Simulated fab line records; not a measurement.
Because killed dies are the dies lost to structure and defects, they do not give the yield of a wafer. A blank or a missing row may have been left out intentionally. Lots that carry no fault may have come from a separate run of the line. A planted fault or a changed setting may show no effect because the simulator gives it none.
2 desks looking at one fault || flow sky130 || what lay behind the numbers comes last; until then each desk has only its own

== THE TOOL OWNER'S DESK: litho-track-01 ==
The tool's own readings at SKY_SONOS_TUNNEL_DEVELOP_06 (develop time 60 s): means of the sampled wafers that have a number, for each lot that ran on this tool. Any lot whose mean is over 4 standard deviations away from the usual mean is out of limits and marked OUT; that distance is given in the brackets.
Columns: A = resist-line-temp-C at SKY_SONOS_TUNNEL_DEVELOP_06, usual 23.01 C
{"lot": "L525", "first seen here": "day 14 23:41", "A": 23.11}
{"lot": "L534", "first seen here": "day 17 17:50", "A": 22.96}
{"lot": "L536", "first seen here": "day 18 09:02", "A": 22.95}
This desk found nothing out of limits on any of the 3 lots.

== METROLOGY DESK ==
What the gauges read for every lot (on any tool): the sampled wafers with a number, averaged. Any lot whose mean is over 4 standard deviations away from the usual mean is out of limits and marked OUT; that distance is given in the brackets.
Columns: A = VT_ADJUST_PCH_OVL at SKY_VT_ADJUST_PCH_OVL_MEAS_07, usual 0.1 nm; B = VT_ADJUST_PCH_TW at SKY_VT_ADJUST_PCH_TW_MEAS_10, usual 143.1; C = SONOS_TUNNEL_OVL at SKY_SONOS_TUNNEL_OVL_MEAS_08, usual -0.2 nm
{"lot": "L519", "first seen here": "day 11 18:50", "A": 2.1, "B": 143.9, "C": 0.0}
{"lot": "L525", "first seen here": "day 13 21:17", "A": -0.8, "B": 143.5, "C": 1.2}
{"lot": "L526", "first seen here": "day 14 06:54", "A": -1.8, "B": 142.9, "C": 0.1}
{"lot": "L530", "first seen here": "day 15 07:33", "A": 1.0, "B": 142.0, "C": -0.1}
{"lot": "L534", "first seen here": "day 16 13:08", "A": 0.6, "B": 142.0, "C": -3.4}
{"lot": "L536", "first seen here": "day 17 03:35", "A": 1.0, "B": 143.4, "C": 1.2}
This desk found nothing out of limits on any of the 6 lots.

== ALL TOGETHER ==
The desk of the tool owner found nothing out of limits.
From the metrology desk's view, nothing was out of limits.

== WHAT HAD BEEN PUT IN BY THE SIMULATOR ==
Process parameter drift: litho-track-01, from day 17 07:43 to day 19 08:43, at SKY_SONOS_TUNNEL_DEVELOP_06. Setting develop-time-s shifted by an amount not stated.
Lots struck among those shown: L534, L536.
